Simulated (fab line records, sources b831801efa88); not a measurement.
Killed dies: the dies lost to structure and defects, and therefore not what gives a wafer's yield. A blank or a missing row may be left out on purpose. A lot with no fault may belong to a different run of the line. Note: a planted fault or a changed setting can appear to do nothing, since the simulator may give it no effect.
fab line records | flow sky130
record: lots: 14 | wafers: 42 | last_day: 50
route steps=708 shown METAL2@503
lots untouched by any fault: they come from a run of this same line in which no faults occurred
start_h: the number of hours between the record's first day and the start of the first shown wafer of the lot | wait_h: how many hours have passed since the lot's step before this one | " unchanged from the row above | L1.1+2: a single row standing in for several wafers | - no value, or no start given | * or withheld: withheld | < > ~ a bound
route shown NAME@n: NAME is a module with steps in the file, n the number in the route of the first one | usual: the fault-free wafers' mean and standard deviation | same: alike in all rows | chamber/n: place in a boat | sites: the reading at each site | _std_site: the values' standard deviation | _edge_site: outer sites' mean less inner sites' | radius_mm: for every site, how far away it sits from the centre of the wafer | mask NAME#n: copy n | behind: the most recent tool/chamber to have shaped the wafer | hold: why the lot was held/for how many hours/how that ended | device: transistor that didn't switch, given as n, p or np | end of line: the tests these same wafers got at the end of their route | a step without rows: its recipe alone | killed: dies that structure and defects cost at the first sort, which is not the same as the wafer's yield | map: a wafer's dies, x killed, . not, _ none there
set.NAME: the setting the step ran with; set.NAME@STEP: the setting that earlier step ran with | model.NAME: the simulator's own value behind a step, which no gauge read
the route's steps for a sample of lots (tables are steps, rows are wafers)
services: when a tool's chamber went out of use (start_h, in hours from the record's first day, below 0 if earlier), for how many hours, and the reason
== steps ==
step: SKY_METAL2_STRIP_20
recipe: chemistry: O2/N2 | power_w: 1400 | pressure_mtorr: 1500 | platen_temp_c: withheld | o2_flow_sccm: 3000 | n2_flow_sccm: 300 | overash_fraction: 0.5
usual: chamber_pressure_mTorr: 1500.0/1.4 | drypump_motor_current_A: 5.79/0.17 | oes_product_au: 0.343/0.0046 | strip_time_to_endpoint_s: 2.69/0.043
lot.wafer | tool            | chamber | start_h | wait_h | chamber_pressure_mTorr | drypump_motor_current_A | oes_product_au | rf_hours_counter_h | strip_time_to_endpoint_s
L970.2    | plasma_asher-02 | 0       | 864.02  | 0.1    | 1500.8                 | 5.77                    | 0.338          | 13                 | 2.71
L970.3    | "               | 0       | "       | "      | 1500.4                 | 5.78                    | 0.344          | -                  | 2.69
L970.5    | "               | 0       | "       | "      | 1497.6                 | 5.76                    | 0.339          | -                  | 2.69
L971.2    | plasma_asher-01 | 0       | 866.72  | 0.1    | 1500.8                 | 5.92                    | 0.343          | 43                 | 2.70
L971.5    | "               | 1       | "       | "      | 1500.2                 | 5.94                    | 0.347          | -                  | 2.68
L971.6    | "               | 0       | "       | "      | 1498.3                 | 5.98                    | 0.341          | -                  | 2.74
L973.3    | plasma_asher-02 | 1       | 872.99  | 0.1    | 1498.8                 | 5.54                    | 0.342          | -                  | 2.71
L973.4    | "               | 0       | "       | "      | 1499.5                 | 5.75                    | 0.341          | -                  | 2.72
L973.6    | "               | 1       | "       | "      | 1498.6                 | 5.55                    | 0.351          | -                  | 2.72
L972.2    | plasma_asher-02 | 1       | 874.84  | 0.1    | 1499.6                 | 5.56                    | 0.349          | 14                 | 2.74
L972.3    | "               | 1       | "       | "      | 1501.8                 | 5.56                    | 0.344          | -                  | 2.70
L972.5    | "               | 0       | "       | "      | 1500.8                 | 5.76                    | 0.346          | -                  | 2.74
L974.4    | plasma_asher-04 | 0       | 887.30  | 0.1    | 1500.7                 | 5.68                    | 0.340          | -                  | 2.65
L974.5    | "               | 1       | "       | "      | 1499.9                 | 5.58                    | 0.339          | -                  | 2.68
L974.6    | "               | 0       | "       | "      | 1502.4                 | 5.64                    | 0.344          | -                  | 2.67
L975.2    | plasma_asher-01 | 0       | 894.83  | 0.1    | 1498.9                 | 5.94                    | 0.352          | 46                 | 2.73
L975.3    | "               | 1       | "       | "      | 1502.1                 | 5.99                    | 0.346          | -                  | 2.75
L975.6    | "               | 0       | "       | "      | 1500.9                 | 5.98                    | 0.347          | -                  | 2.73
L976.1    | plasma_asher-01 | 0       | 906.77  | 0.1    | 1499.8                 | 5.95                    | 0.347          | 47                 | 2.73
L976.3    | "               | 0       | "       | "      | 1499.8                 | 5.95                    | 0.346          | -                  | 2.72
L976.6    | "               | 0       | "       | "      | 1502.5                 | 5.93                    | 0.342          | -                  | 2.71
L977.3    | plasma_asher-01 | 0       | 935.36  | 0.1    | 1502.7                 | 5.95                    | 0.349          | -                  | 2.69
L977.4    | "               | 1       | "       | "      | 1500.9                 | 5.94                    | 0.343          | -                  | 2.68
L977.5    | "               | 0       | "       | "      | 1496.5                 | 5.95                    | 0.346          | -                  | 2.67
L983.3    | plasma_asher-01 | 0       | 945.99  | 0.1    | 1501.1                 | 5.97                    | 0.349          | -                  | 2.69
L983.4    | "               | 1       | "       | "      | 1500.1                 | 5.93                    | 0.340          | -                  | 2.67
L983.5    | "               | 1       | "       | "      | 1500.5                 | 5.97                    | 0.337          | -                  | 2.68
L984.3    | plasma_asher-01 | 1       | 959.97  | 0.1    | -                      | -                       | -              | -                  | -
L984.4    | "               | 0       | "       | "      | -                      | -                       | -              | -                  | -
L984.5    | "               | 1       | "       | "      | -                      | -                       | -              | -                  | -
L985.1    | plasma_asher-01 | 0       | 960.66  | 0.1    | -                      | -                       | -              | -                  | -
L985.5    | "               | 0       | "       | "      | -                      | -                       | -              | -                  | -
L985.6    | "               | 1       | "       | "      | -                      | -                       | -              | -                  | -
L987.1    | plasma_asher-02 | 1       | 972.74  | 0.1    | 1499.5                 | 5.52                    | 0.340          | 22                 | 2.63
L987.4    | "               | 1       | "       | "      | 1500.8                 | 5.52                    | 0.340          | -                  | 2.68
L987.6    | "               | 1       | "       | "      | 1500.1                 | 5.53                    | 0.338          | -                  | 2.67
L988.2    | plasma_asher-02 | 0       | 984.03  | 0.1    | 1502.6                 | 5.81                    | 0.353          | 23                 | 2.72
L988.4    | "               | 0       | "       | "      | 1500.7                 | 5.81                    | 0.331          | -                  | 2.71
L988.5    | "               | 1       | "       | "      | 1496.3                 | 5.51                    | 0.346          | -                  | 2.59
L989.4    | plasma_asher-02 | 1       | 990.75  | 0.1    | 1501.6                 | 5.53                    | 0.349          | -                  | 2.73
L989.5    | "               | 0       | "       | "      | 1499.6                 | 5.78                    | 0.335          | -                  | 2.63
L989.6    | "               | 1       | "       | "      | 1499.5                 | 5.53                    | 0.340          | -                  | 2.71
== services ==
tool            | chamber | start_h | hours | kind
plasma_asher-04 | -       | 848.17  | 2.3   | repair
plasma_asher-01 | -       | 952.64  | 4.1   | repair
plasma_asher-02 | -       | 955.45  | 14.6  | pm
== key ==
first_sign: step: SKY_METAL2_STRIP_20 | reading: tool_record | direction: missing
effect none on later readings
met_at SKY_METAL2_STRIP_20
struck_lots L984,L985
later_rows_left_out L984.3,L984.4,L984.5,L985.1,L985.5,L985.6
sort_left_out L984.3,L984.4,L984.5,L985.1,L985.5,L985.6
onset_between 945.99 959.97
fault: kind: skipped_step_whole | tool: plasma_asher-01 | chamber: - | onset_h: 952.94 | steps: SKY_METAL2_STRIP_20 | scope: struck_lots_only
sort_left_out: the simulated sort isn't trusted on such a fault, so these wafers' sort isn't shown, and their yield isn't known
later_rows_left_out: the simulator's readings of these wafers behind a module that went badly wrong aren't trusted and aren't shown, but for the sort
